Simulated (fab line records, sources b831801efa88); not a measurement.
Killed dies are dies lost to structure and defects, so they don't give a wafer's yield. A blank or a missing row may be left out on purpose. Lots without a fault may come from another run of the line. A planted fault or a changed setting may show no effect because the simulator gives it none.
Tool commonality check | flow gf180mcu | 14 lots, 42 wafers sampled

WHY IT WAS OPENED
At GF_HV_LDD_TW_MEAS_38 the reading HV_LDD_3_TW is flagged on 2 of 14 lots. Wafers without a fault read 1430, standard deviation 8.2.
Rule: a lot is flagged when every wafer of it that has a number lies more than 4 standard deviations from that mean, or none has a number. The other lots count as sound.

lot  | measured     | on            | HV_LDD_3_TW, wafer by wafer | flag
L861 | day 11 13:40 | film_metro-02 | 1425 1430 1422              |
L862 | day 11 21:01 | film_metro-03 | 1423 1422 1429              |
L863 | day 12 06:54 | film_metro-04 | 1441 1442 1438              |
L864 | day 12 10:49 | film_metro-02 | 1428 1427 1431              |
L865 | day 12 23:48 | film_metro-03 | 1422 1421 1423              |
L867 | day 13 10:04 | film_metro-04 | 1433 1435 1435              |
L868 | day 13 20:07 | film_metro-02 | 1423 1418 1412              |
L869 | day 14 04:55 | film_metro-03 | 1427 1425 1418              |
L873 | day 15 15:07 | film_metro-02 | 1420 1432 1422              |
L876 | day 16 12:46 | film_metro-03 | 1681 1680 1682              | FLAGGED
L879 | day 17 10:49 | film_metro-04 | 1713 1713 1712              | FLAGGED
L881 | day 17 22:17 | film_metro-02 | 1434 1445 1434              |
L882 | day 18 06:59 | film_metro-03 | 1432 1426 1429              |
L884 | day 19 03:51 | film_metro-03 | 1428 1436 1428              |
The numbers of the flagged lots are 1697 on average: +267 against the usual, or +33 standard deviations.

WHICH TOOL RAN EACH LOT
The record holds 1 process step before the reading, out of a route of 602 steps. In each cell: the tool, then ch and the chambers that the sampled wafers went through, then the start.
lot  | flag    | GF_HV_LDD_IMPLANT_36
L861 |         | implanter-02 ch 0, day 11 13:26
L862 |         | implanter-03 ch 0, day 11 20:46
L863 |         | implanter-03 ch 0, day 12 06:39
L864 |         | implanter-02 ch 0, day 12 10:34
L865 |         | implanter-01 ch 0, day 12 23:33
L867 |         | implanter-03 ch 0, day 13 09:50
L868 |         | implanter-01 ch 0, day 13 19:54
L869 |         | implanter-02 ch 0, day 14 04:41
L873 |         | implanter-03 ch 0, day 15 14:52
L876 | FLAGGED | implanter-03 ch 0, day 16 12:32
L879 | FLAGGED | implanter-03 ch 0, day 17 10:34
L881 |         | implanter-02 ch 0, day 17 22:02
L882 |         | implanter-01 ch 0, day 18 06:46
L884 |         | implanter-02 ch 0, day 19 03:37
What these steps do:
- GF_HV_LDD_IMPLANT_36
- GF_HV_LDD_TW_MEAS_38

FLAGGED OVER TOTAL, TOOL BY TOOL (the gauges that took the reading come last)
step                 | tool          | lots run | flagged | share of the flagged lots | sound lots run after its first flagged lot
GF_HV_LDD_IMPLANT_36 | implanter-01  | 3        | 0       | none                      | -
GF_HV_LDD_IMPLANT_36 | implanter-02  | 5        | 0       | none                      | -
GF_HV_LDD_IMPLANT_36 | implanter-03  | 6        | 2       | all                       | 0
GF_HV_LDD_TW_MEAS_38 | film_metro-02 | 5        | 0       | none                      | -
GF_HV_LDD_TW_MEAS_38 | film_metro-03 | 6        | 1       | some                      | 2 (L882,L884)
GF_HV_LDD_TW_MEAS_38 | film_metro-04 | 3        | 1       | some                      | 0

WHAT THE TABLE ALLOWS
1 row of the table ran every flagged lot: implanter-03 at GF_HV_LDD_IMPLANT_36.
- implanter-03 at GF_HV_LDD_IMPLANT_36: 2 of its 6 lots flagged. Its last sound lot is L873 (day 15 14:52), its first flagged lot L876 (day 16 12:32): a fault that began between those two fits. Its own readings lie more than 4 standard deviations out on every wafer of the flagged lots: dose_ions_cm2, faraday_current_uA.
One tool is left: implanter-03 at GF_HV_LDD_IMPLANT_36.

WHAT THE SIMULATOR HAD PUT IN
Process parameter drift: implanter-03, from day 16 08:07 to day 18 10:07, at GF_HV_LDD_IMPLANT_36. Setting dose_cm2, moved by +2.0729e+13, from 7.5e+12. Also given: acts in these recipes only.
Lots struck among those shown: L876, L879. The rule above found the same.
